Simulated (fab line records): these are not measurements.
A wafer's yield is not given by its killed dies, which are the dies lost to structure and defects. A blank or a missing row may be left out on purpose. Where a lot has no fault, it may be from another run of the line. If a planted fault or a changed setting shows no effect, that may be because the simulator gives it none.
fab line records	flow sky130
[record] lots = 24	wafers = 72	last_day = 50
route steps=708 shown VIA1@478 VIA2@520 CAPM@551 VIA3@576 METAL5@662
lots that met no fault: taken from a fault-free run of the same line
start_h: hours from the record's first day to the start of the lot's first wafer shown	wait_h: hours elapsed since this lot's preceding step	" identical to the entry in the row above	L1.1+2: one row covering several wafers at once	- value missing, or start not given	* or withheld: withheld	< > ~ a bound
route shown NAME@n: NAME is a module with steps in the file, n the number in the route of the first one	usual: mean/standard deviation of fault-free wafers	same: alike in all rows	chamber/n: place in a boat	sites: readings site by site	_std_site: the standard deviation of these	_edge_site: the outer-site mean with the inner-site mean subtracted	radius_mm: how far each site lies from the wafer's centre	mask NAME#n: copy n	behind: the most recent tool/chamber to have shaped the wafer	hold: reason for holding the lot/hours on hold/outcome of the hold	device: transistor that didn't switch, given as n, p or np	end of line: the tests these same wafers got at the end of their route	a step without rows: its recipe alone	killed: at the first sort, the dies lost to defects and structure; wafer yield is something else	map: a wafer's dies, marking killed ones x, the rest . and places with no die _
set.NAME: the run value of the setting; set.NAME@STEP: its run value at that earlier step	model.NAME: the simulator's own value behind a step, which no gauge read
the route's steps for a sample of lots (tables are steps, rows are wafers)
services: a tool's chamber out of use, with start hour (start_h, from the record's first day; less than 0 if before it), hours out, and reason
[[steps]]
[step SKY_VIA1_SPUTTER_20]
[recipe] material = TiN	target_thk_nm = 20	chamber_pressure_pa = 4.909	power_w = 4000	time_s = 80
[usual] throttle_valve_pct = 30.2/1.1
[same] time_s = 80
lot.wafer	tool	chamber	start_h	wait_h	throttle_valve_pct
L075.2	pvd_sputter-03	-	824.59	0.0	32.3
L075.4	"	-	"	"	30.4
L075.5	"	-	"	"	30.0
L074.1	pvd_sputter-01	-	826.27	0.0	28.4
L074.4	"	-	"	"	30.7
L074.6	"	-	"	"	29.5
L076.2	pvd_sputter-02	-	829.09	0.0	31.8
L076.3	"	-	"	"	30.2
L076.5	"	-	"	"	29.8
L077.2	pvd_sputter-01	-	830.88	0.0	29.8
L077.4	"	-	"	"	30.8
L077.5	"	-	"	"	29.2
L078.1	pvd_sputter-01	-	839.97	0.0	30.7
L078.2	"	-	"	"	29.3
L078.3	"	-	"	"	31.1
L079.2	pvd_sputter-03	-	849.67	0.0	29.9
L079.4	"	-	"	"	30.7
L079.6	"	-	"	"	32.2
L080.2	pvd_sputter-02	-	858.08	0.0	31.8
L080.3	"	-	"	"	28.5
L080.6	"	-	"	"	30.0
L081.2	pvd_sputter-01	-	860.53	0.0	31.0
L081.3	"	-	"	"	30.8
L081.6	"	-	"	"	28.8
L082.1	pvd_sputter-03	-	860.95	0.0	32.4
L082.3	"	-	"	"	29.8
L082.6	"	-	"	"	30.0
L083.2	pvd_sputter-02	-	870.94	0.0	31.8
L083.3	"	-	"	"	28.6
L083.4	"	-	"	"	30.0
L084.1	pvd_sputter-01	-	883.00	0.0	30.8
L084.2	"	-	"	"	28.7
L084.5	"	-	"	"	30.7
L085.1	pvd_sputter-02	-	888.38	0.0	30.3
L085.2	"	-	"	"	31.7
L085.4	"	-	"	"	30.0
L086.3	pvd_sputter-03	-	891.79	0.0	30.0
L086.5	"	-	"	"	30.5
L086.6	"	-	"	"	30.0
L087.1	pvd_sputter-03	-	895.92	0.0	32.2
L087.2	"	-	"	"	30.2
L087.4	"	-	"	"	30.3
L088.2	pvd_sputter-02	-	907.35	0.0	31.3
L088.3	"	-	"	"	28.9
L088.6	"	-	"	"	31.7
L089.1	pvd_sputter-02	-	909.47	0.0	31.8
L089.4	"	-	"	"	28.5
L089.5	"	-	"	"	29.9
L090.1	pvd_sputter-03	-	913.83	0.0	30.9
L090.2	"	-	"	"	29.9
L090.6	"	-	"	"	32.1
L091.2	pvd_sputter-02	-	919.97	0.0	29.9
L091.3	"	-	"	"	28.8
L091.5	"	-	"	"	30.0
L092.1	pvd_sputter-02	-	931.20	0.0	28.3
L092.2	"	-	"	"	31.7
L092.4	"	-	"	"	30.0
L093.2	pvd_sputter-02	-	939.28	0.0	28.7
L093.5	"	-	"	"	29.9
L093.6	"	-	"	"	28.4
L094.1	pvd_sputter-01	-	949.88	0.0	30.6
L094.2	"	-	"	"	28.8
L094.4	"	-	"	"	30.8
L095.2	pvd_sputter-01	-	959.28	0.0	30.8
L095.3	"	-	"	"	29.5
L095.4	"	-	"	"	29.0
L097.2	pvd_sputter-02	-	960.99	0.0	30.4
L097.5	"	-	"	"	30.3
L097.6	"	-	"	"	28.7
L096.2	pvd_sputter-02	-	965.15	0.0	29.7
L096.4	"	-	"	"	31.7
L096.6	"	-	"	"	28.6
[step SKY_VIA2_OVL_MEAS_13]
[usual] VIA2_OVL = 0/5.6
lot.wafer	tool	chamber	start_h	wait_h	VIA2_OVL[nm]
L075.2	overlay-01	-	880.29	0.1	-13
L075.4	"	-	"	"	-11
L075.5	"	-	"	"	-6
L074.1	overlay-02	-	882.74	0.1	6
L074.4	"	-	"	"	-2
L074.6	"	-	"	"	-3
L076.2	overlay-02	-	886.44	0.1	-1
L076.3	"	-	"	"	0
L076.5	"	-	"	"	-3
L077.2	overlay-01	-	887.09	0.1	-2
L077.4	"	-	"	"	-5
L077.5	"	-	"	"	1
L078.1	overlay-02	-	895.55	0.1	4
L078.2	"	-	"	"	7
L078.3	"	-	"	"	-5
L079.2	overlay-02	-	904.96	0.1	-8
L079.4	"	-	"	"	-1
L079.6	"	-	"	"	-4
L080.2	overlay-01	-	912.91	0.1	-4
L080.3	"	-	"	"	4
L080.6	"	-	"	"	8
L081.2	overlay-02	-	915.33	0.1	0
L081.3	"	-	"	"	9
L081.6	"	-	"	"	-3
L082.1	overlay-01	-	915.53	0.1	-6
L082.3	"	-	"	"	-7
L082.6	"	-	"	"	-6
L083.2	overlay-01	-	924.68	0.1	-4
L083.3	"	-	"	"	-3
L083.4	"	-	"	"	-7
L084.1	overlay-01	-	935.45	0.1	-2
L084.2	"	-	"	"	-8
L084.5	"	-	"	"	-2
L085.1	overlay-02	-	940.72	0.1	-7
L085.2	"	-	"	"	-9
L085.4	"	-	"	"	-4
L086.3	overlay-02	-	943.70	0.1	0
L086.5	"	-	"	"	3
L086.6	"	-	"	"	-3
L087.1	overlay-02	-	947.48	0.1	8
L087.2	"	-	"	"	2
L087.4	"	-	"	"	14
L088.2	overlay-01	-	959.23	0.1	12
L088.3	"	-	"	"	11
L088.6	"	-	"	"	5
L089.1	overlay-02	-	961.10	0.1	3
L089.4	"	-	"	"	3
L089.5	"	-	"	"	4
L090.1	overlay-01	-	966.49	0.1	-3
L090.2	"	-	"	"	0
L090.6	"	-	"	"	5
L091.2	overlay-01	-	971.78	0.1	-7
L091.3	"	-	"	"	-11
L091.5	"	-	"	"	1
L092.1	overlay-01	-	982.15	0.1	2
L092.2	"	-	"	"	6
L092.4	"	-	"	"	4
L093.2	overlay-01	-	989.89	0.1	6
L093.5	"	-	"	"	1
L093.6	"	-	"	"	3
L094.1	overlay-02	-	999.17	0.1	-1
L094.2	"	-	"	"	4
L094.4	"	-	"	"	6
L095.2	overlay-01	-	1008.14	0.1	4
L095.3	"	-	"	"	6
L095.4	"	-	"	"	-3
L097.2	overlay-01	-	1010.48	0.1	12
L097.5	"	-	"	"	11
L097.6	"	-	"	"	3
L096.2	overlay-02	-	1014.79	0.1	4
L096.4	"	-	"	"	9
L096.6	"	-	"	"	-1
[step SKY_CAPM_STRIP_14]
[recipe] chemistry = O2/N2	power_w = 1400	pressure_mtorr = 1500	platen_temp_c = withheld	o2_flow_sccm = 3000	n2_flow_sccm = 300	overash_fraction = 0.5
[usual] drypump_motor_current_A = 5.8/0.35	n2_flow_sccm = 299.9/0.87	oes_product_au = 0.711/0.0045	strip_time_to_endpoint_s = 12.68/0.048
lot.wafer	tool	chamber	start_h	wait_h	drypump_motor_current_A	n2_flow_sccm	oes_product_au	rf_hours_counter_h	strip_time_to_endpoint_s
L075.2	plasma_asher-01	0	907.16	0.1	5.2	298.3	0.706	17	12.68
L075.4	"	0	"	"	5.2	299.1	0.712	-	12.69
L075.5	"	0	"	"	5.2	299.0	0.708	-	12.65
L074.1	plasma_asher-03	0	908.92	0.1	5.6	300.6	0.706	47	12.71
L074.4	"	0	"	"	5.6	299.7	0.708	-	12.71
L074.6	"	0	"	"	5.6	300.2	0.708	-	12.74
L076.2	plasma_asher-04	1	912.83	0.1	6.3	301.0	0.709	81	12.67
L076.3	"	1	"	"	6.3	302.1	0.708	-	12.65
L076.5	"	0	"	"	5.9	300.6	0.707	-	12.69
L077.2	plasma_asher-03	1	913.11	0.1	5.6	299.9	0.712	47	12.67
L077.4	"	0	"	"	5.5	300.0	0.716	-	12.67
L077.5	"	1	"	"	5.6	298.9	0.714	-	12.70
L078.1	plasma_asher-04	0	921.18	0.1	5.9	300.3	0.713	82	12.60
L078.2	"	1	"	"	6.3	298.5	0.718	82	12.62
L078.3	"	1	"	"	6.4	299.5	0.717	-	12.61
L079.2	plasma_asher-03	1	931.88	0.1	5.6	301.0	0.703	49	12.63
L079.4	"	0	"	"	5.6	299.4	0.715	-	12.67
L079.6	"	0	"	"	5.6	300.1	0.708	-	12.65
L080.2	plasma_asher-01	0	940.25	0.1	5.2	298.9	0.706	21	12.71
L080.3	"	1	"	"	5.7	300.2	0.709	-	12.72
L080.6	"	0	"	"	5.2	301.2	0.718	-	12.67
L081.2	plasma_asher-01	0	943.03	0.1	5.2	299.5	0.708	21	12.79
L081.3	"	0	"	"	5.2	300.3	0.711	-	12.76
L081.6	"	0	"	"	5.2	299.7	0.710	-	12.73
L082.1	plasma_asher-04	0	943.21	0.1	6.0	300.9	0.711	85	12.70
L082.3	"	1	"	"	6.3	299.0	0.714	-	12.73
L082.6	"	1	"	"	6.3	301.1	0.720	-	12.70
L083.2	plasma_asher-04	1	951.21	0.1	6.4	298.7	0.716	86	12.68
L083.3	"	1	"	"	6.3	300.8	0.713	-	12.71
L083.4	"	0	"	"	5.9	299.9	0.710	-	12.66
L084.1	plasma_asher-03	1	962.00	0.1	5.6	300.5	0.717	52	12.68
L084.2	"	0	"	"	5.6	299.8	0.707	52	12.70
L084.5	"	0	"	"	5.6	299.0	0.707	-	12.71
L085.1	plasma_asher-01	0	966.78	0.1	5.2	299.5	0.712	24	12.62
L085.2	"	1	"	"	5.7	299.4	0.712	24	12.61
L085.4	"	0	"	"	5.2	299.2	0.701	-	12.64
L086.3	plasma_asher-03	1	969.88	0.1	5.7	300.2	0.704	-	12.65
L086.5	"	1	"	"	5.7	301.0	0.716	-	12.62
L086.6	"	0	"	"	5.6	299.7	0.713	-	12.65
L087.1	plasma_asher-04	0	973.35	0.1	5.9	300.5	0.706	88	12.62
L087.2	"	1	"	"	6.4	300.9	0.711	88	12.66
L087.4	"	1	"	"	6.4	298.3	0.711	-	12.67
L088.2	plasma_asher-01	0	984.83	0.1	5.2	299.7	0.711	26	12.72
L088.3	"	0	"	"	5.2	300.8	0.716	-	12.69
L088.6	"	0	"	"	5.2	300.9	0.709	-	12.65
L089.1	plasma_asher-03	0	986.68	0.1	5.6	301.0	0.709	55	12.67
L089.4	"	1	"	"	5.6	299.5	0.718	-	12.72
L089.5	"	1	"	"	5.7	298.1	0.710	-	12.66
L090.1	plasma_asher-04	0	991.78	0.1	5.9	298.9	0.703	90	12.61
L090.2	"	1	"	"	6.3	298.7	0.718	90	12.64
L090.6	"	0	"	"	5.9	298.7	0.711	-	12.65
L091.2	plasma_asher-04	1	996.96	0.1	6.4	299.2	0.701	91	12.66
L091.3	"	1	"	"	6.3	299.0	0.708	-	12.73
L091.5	"	0	"	"	5.9	299.2	0.713	-	12.62
L092.1	plasma_asher-01	1	1006.46	0.1	5.7	300.7	0.708	28	12.77
L092.2	"	0	"	"	5.2	300.3	0.713	28	12.77
L092.4	"	0	"	"	5.2	300.3	0.713	-	12.76
L093.2	plasma_asher-01	1	1015.21	0.1	5.7	298.9	0.703	29	12.63
L093.5	"	0	"	"	5.2	298.9	0.710	-	12.61
L093.6	"	1	"	"	5.7	298.6	0.707	-	12.68
L094.1	plasma_asher-04	0	1023.86	0.1	5.9	300.7	0.712	94	12.72
L094.2	"	1	"	"	6.3	300.6	0.713	94	12.69
L094.4	"	1	"	"	6.4	299.8	0.713	-	12.71
L095.2	plasma_asher-04	0	1032.93	0.1	5.9	299.0	0.715	95	12.66
L095.3	"	1	"	"	6.4	300.1	0.704	-	12.72
L095.4	"	0	"	"	5.9	299.9	0.706	-	12.68
L097.2	plasma_asher-03	1	1036.05	0.1	5.7	299.3	0.713	59	12.71
L097.5	"	1	"	"	5.6	300.2	0.719	-	12.71
L097.6	"	0	"	"	5.6	298.4	0.706	-	12.74
L096.2	plasma_asher-01	0	1040.80	0.1	5.2	300.2	0.703	30	12.58
L096.4	"	1	"	"	5.7	301.2	0.718	-	12.57
L096.6	"	0	"	"	5.2	300.0	0.712	-	12.65
[step SKY_VIA3_BOW_MEAS_03]
[recipe] mode = bow
[usual] VIA3_BOW = 79/8.7
lot.wafer	tool	chamber	start_h	wait_h	VIA3_BOW[um]
L075.2	film_metro-03	-	934.38	0.3	74
L075.4	"	-	"	"	67
L075.5	"	-	"	"	79
L074.1	film_metro-01	-	935.76	0.2	70
L074.4	"	-	"	"	75
L074.6	"	-	"	"	65
L076.2	film_metro-03	-	940.04	0.2	69
L076.3	"	-	"	"	81
L076.5	"	-	"	"	87
L077.2	film_metro-04	-	940.52	0.1	80
L077.4	"	-	"	"	75
L077.5	"	-	"	"	64
L078.1	film_metro-03	-	948.37	0.1	89
L078.2	"	-	"	"	82
L078.3	"	-	"	"	77
L079.2	film_metro-01	-	958.60	0.2	76
L079.4	"	-	"	"	72
L079.6	"	-	"	"	82
L080.2	film_metro-04	-	967.25	0.3	81
L080.3	"	-	"	"	73
L080.6	"	-	"	"	78
L082.1	film_metro-04	-	969.78	0.2	90
L082.3	"	-	"	"	70
L082.6	"	-	"	"	76
L081.2	film_metro-04	-	970.25	0.3	73
L081.3	"	-	"	"	56
L081.6	"	-	"	"	73
L083.2	film_metro-03	-	977.78	0.3	85
L083.3	"	-	"	"	77
L083.4	"	-	"	"	94
L084.1	film_metro-04	-	988.12	0.1	84
L084.2	"	-	"	"	78
L084.5	"	-	"	"	84
L085.1	film_metro-04	-	992.95	0.1	72
L085.2	"	-	"	"	78
L085.4	"	-	"	"	77
L086.3	film_metro-03	-	996.35	0.1	64
L086.5	"	-	"	"	70
L086.6	"	-	"	"	77
L087.1	film_metro-01	-	999.82	0.1	80
L087.2	"	-	"	"	72
L087.4	"	-	"	"	72
L088.2	film_metro-04	-	1010.29	0.3	89
L088.3	"	-	"	"	87
L088.6	"	-	"	"	99
L089.1	film_metro-01	-	1012.55	0.1	79
L089.4	"	-	"	"	73
L089.5	"	-	"	"	84
L090.1	film_metro-01	-	1017.81	0.1	84
L090.2	"	-	"	"	90
L090.6	"	-	"	"	79
L091.2	film_metro-01	-	1022.66	0.2	71
L091.3	"	-	"	"	78
L091.5	"	-	"	"	74
L092.1	film_metro-04	-	1032.25	0.2	87
L092.2	"	-	"	"	84
L092.4	"	-	"	"	81
L093.2	film_metro-01	-	1041.21	0.1	67
L093.5	"	-	"	"	68
L093.6	"	-	"	"	68
L094.1	film_metro-04	-	1049.49	0.1	86
L094.2	"	-	"	"	65
L094.4	"	-	"	"	83
L095.2	film_metro-01	-	1056.97	0.2	99
L095.3	"	-	"	"	103
L095.4	"	-	"	"	86
L097.2	film_metro-03	-	1060.28	0.1	99
L097.5	"	-	"	"	81
L097.6	"	-	"	"	87
L096.2	film_metro-04	-	1065.23	0.2	79
L096.4	"	-	"	"	81
L096.6	"	-	"	"	86
[step SKY_METAL5_SPUTTER_01]
[recipe] material = TiN	target_thk_nm = 20	power_w = 6500	time_s = 16.7	chamber_pressure_pa = 0.4
[usual] throttle_valve_pct = 30.2/0.88
[same] time_s = 16.7
lot.wafer	tool	chamber	start_h	wait_h	throttle_valve_pct
L075.2	pvd_sputter-04	-	1032.97	0.0	29.8
L075.4	"	-	"	"	30.8
L075.5	"	-	"	"	30.5
L074.1	pvd_sputter-01	-	1036.11	0.0	29.6
L074.4	"	-	"	"	30.5
L074.6	"	-	"	"	30.7
L076.2	pvd_sputter-01	-	1040.31	0.0	30.8
L076.3	"	-	"	"	31.1
L076.5	"	-	"	"	30.6
L077.2	pvd_sputter-04	-	1041.57	0.0	30.0
L077.4	"	-	"	"	29.5
L077.5	"	-	"	"	29.6
L078.1	pvd_sputter-04	-	1048.66	0.0	30.5
L078.2	"	-	"	"	30.2
L078.3	"	-	"	"	29.5
L079.2	pvd_sputter-01	-	1054.90	0.0	30.7
L079.4	"	-	"	"	29.5
L079.6	"	-	"	"	29.6
L080.2	pvd_sputter-03	-	1067.08	0.0	32.5
L080.3	"	-	"	"	29.7
L080.6	"	-	"	"	32.3
L081.2	pvd_sputter-04	-	1068.00	0.0	30.2
L081.3	"	-	"	"	30.1
L081.6	"	-	"	"	30.0
L082.1	pvd_sputter-01	-	1068.03	0.0	31.2
L082.3	"	-	"	"	30.9
L082.6	"	-	"	"	31.0
L083.2	pvd_sputter-04	-	1075.79	0.0	30.1
L083.3	"	-	"	"	29.3
L083.4	"	-	"	"	29.8
L084.1	pvd_sputter-03	-	1083.50	0.0	30.8
L084.2	"	-	"	"	30.3
L084.5	"	-	"	"	30.7
L085.1	pvd_sputter-01	-	1090.01	0.0	29.4
L085.2	"	-	"	"	30.3
L085.4	"	-	"	"	31.1
L086.3	pvd_sputter-03	-	1092.11	0.0	30.6
L086.5	"	-	"	"	32.4
L086.6	"	-	"	"	30.1
L087.1	pvd_sputter-01	-	1094.07	0.0	28.9
L087.2	"	-	"	"	29.6
L087.4	"	-	"	"	30.7
L088.2	pvd_sputter-01	-	1101.24	0.0	29.4
L088.3	"	-	"	"	30.8
L088.6	"	-	"	"	28.6
L089.1	pvd_sputter-01	-	1106.13	0.0	31.0
L089.4	"	-	"	"	30.7
L089.5	"	-	"	"	30.7
L090.1	pvd_sputter-01	-	1110.82	0.0	29.6
L090.2	"	-	"	"	31.1
L090.6	"	-	"	"	30.8
L091.2	pvd_sputter-03	-	1115.82	0.0	29.9
L091.3	"	-	"	"	31.1
L091.5	"	-	"	"	32.0
L092.1	pvd_sputter-03	-	1122.52	0.0	30.0
L092.2	"	-	"	"	30.5
L092.4	"	-	"	"	30.1
L093.2	pvd_sputter-04	-	1130.87	0.0	29.8
L093.5	"	-	"	"	29.4
L093.6	"	-	"	"	30.0
L094.1	pvd_sputter-04	-	1138.60	0.0	29.5
L094.2	"	-	"	"	29.9
L094.4	"	-	"	"	30.7
L095.2	pvd_sputter-01	-	1143.15	0.0	29.5
L095.3	"	-	"	"	28.5
L095.4	"	-	"	"	30.7
L097.2	pvd_sputter-01	-	1147.25	0.0	28.9
L097.5	"	-	"	"	28.3
L097.6	"	-	"	"	31.1
L096.2	pvd_sputter-01	-	1151.93	0.0	28.8
L096.4	"	-	"	"	30.6
L096.6	"	-	"	"	29.5
[step SKY_METAL5_RS_MEAS_05]
[recipe] thk_meas_gauge = four-point-probe	reads = TiN_of_METAL5_SPUTTER_04+Ti_of_METAL5_SPUTTER_03+AlCu_of_METAL5_SPUTTER_02+TiN_of_METAL5_SPUTTER_01+Ti_of_METAL5_SPUTTER_00
[usual] METAL5_ALCU_RS = 0.02695/0.00027
lot.wafer	tool	chamber	start_h	wait_h	METAL5_ALCU_RS[ohm/sq]
L075.2	film_metro-01	-	1033.13	0.0	0.02687
L075.4	"	-	"	"	0.02657
L075.5	"	-	"	"	0.02682
L074.1	film_metro-01	-	1036.25	0.0	0.02668
L074.4	"	-	"	"	0.02717
L074.6	"	-	"	"	0.02677
L076.2	film_metro-02	-	1040.47	0.0	0.02712
L076.3	"	-	"	"	0.02714
L076.5	"	-	"	"	0.02687
L077.2	film_metro-04	-	1041.73	0.0	0.02662
L077.4	"	-	"	"	0.0267
L077.5	"	-	"	"	0.02662
L078.1	film_metro-02	-	1048.80	0.0	0.02669
L078.2	"	-	"	"	0.02697
L078.3	"	-	"	"	0.0269
L079.2	film_metro-01	-	1055.06	0.0	0.02738
L079.4	"	-	"	"	0.02689
L079.6	"	-	"	"	0.02717
L080.2	film_metro-04	-	1067.24	0.0	0.02711
L080.3	"	-	"	"	0.0268
L080.6	"	-	"	"	0.02717
L081.2	film_metro-02	-	1068.16	0.0	0.02697
L081.3	"	-	"	"	0.02688
L081.6	"	-	"	"	0.02684
L082.1	film_metro-04	-	1068.17	0.0	0.027
L082.3	"	-	"	"	0.02701
L082.6	"	-	"	"	0.02657
L083.2	film_metro-02	-	1075.95	0.0	0.02695
L083.3	"	-	"	"	0.02682
L083.4	"	-	"	"	0.02694
L084.1	film_metro-01	-	1083.64	0.0	0.0268
L084.2	"	-	"	"	0.02695
L084.5	"	-	"	"	0.02686
L085.1	film_metro-02	-	1090.16	0.0	0.02718
L085.2	"	-	"	"	0.02729
L085.4	"	-	"	"	0.02723
L086.3	film_metro-01	-	1092.30	0.1	0.02748
L086.5	"	-	"	"	0.02773
L086.6	"	-	"	"	0.02759
L087.1	film_metro-01	-	1094.22	0.0	0.02713
L087.2	"	-	"	"	0.02722
L087.4	"	-	"	"	0.02731
L088.2	film_metro-02	-	1101.40	0.0	0.02726
L088.3	"	-	"	"	0.02726
L088.6	"	-	"	"	0.02744
L089.1	film_metro-02	-	1106.28	0.0	0.02694
L089.4	"	-	"	"	0.02732
L089.5	"	-	"	"	0.02716
L090.1	film_metro-01	-	1110.96	0.0	0.02674
L090.2	"	-	"	"	0.02682
L090.6	"	-	"	"	0.02684
L091.2	film_metro-02	-	1115.99	0.0	0.02707
L091.3	"	-	"	"	0.02686
L091.5	"	-	"	"	0.02699
L092.1	film_metro-02	-	1122.66	0.0	0.0272
L092.2	"	-	"	"	0.0271
L092.4	"	-	"	"	0.02688
L093.2	film_metro-02	-	1131.03	0.0	0.02654
L093.5	"	-	"	"	0.02651
L093.6	"	-	"	"	0.0267
L094.1	film_metro-01	-	1138.75	0.0	0.02659
L094.2	"	-	"	"	0.02693
L094.4	"	-	"	"	0.02689
L095.2	film_metro-04	-	1143.31	0.0	0.02686
L095.3	"	-	"	"	0.02672
L095.4	"	-	"	"	0.02694
L097.2	film_metro-04	-	1147.42	0.0	0.02669
L097.5	"	-	"	"	0.02688
L097.6	"	-	"	"	0.02701
L096.2	film_metro-04	-	1152.09	0.0	0.0266
L096.4	"	-	"	"	0.0268
L096.6	"	-	"	"	0.02676
[[services]]
tool	chamber	start_h	hours	kind
pvd_sputter-03	-	801.02	22.6	repair
pvd_sputter-02	-	804.39	12.3	repair
plasma_asher-03	-	806.46	14.6	pm
pvd_sputter-02	-	890.29	4.2	repair
pvd_sputter-01	-	893.72	3.4	repair
plasma_asher-03	-	932.40	6.3	repair
pvd_sputter-01	-	954.67	3.9	repair
pvd_sputter-04	-	956.47	14.5	repair
pvd_sputter-03	-	958.29	1.7	repair
plasma_asher-04	-	958.88	4.0	repair
plasma_asher-01	-	977.73	2.8	pm
pvd_sputter-01	-	1003.75	2.3	repair
pvd_sputter-02	-	1006.70	2.7	repair
plasma_asher-01	-	1022.59	12.5	repair
plasma_asher-01	-	1047.77	25.3	repair
plasma_asher-04	-	1053.68	0.5	repair
plasma_asher-04	-	1069.11	1.4	repair
pvd_sputter-03	-	1085.52	1.1	repair
pvd_sputter-02	-	1087.53	5.3	repair
pvd_sputter-01	-	1099.34	0.6	repair
pvd_sputter-01	-	1108.35	2.0	repair
pvd_sputter-01	-	1109.12	1.2	repair
plasma_asher-04	-	1131.89	0.8	repair
pvd_sputter-03	-	1135.99	4.0	repair
[[key]]
fault none
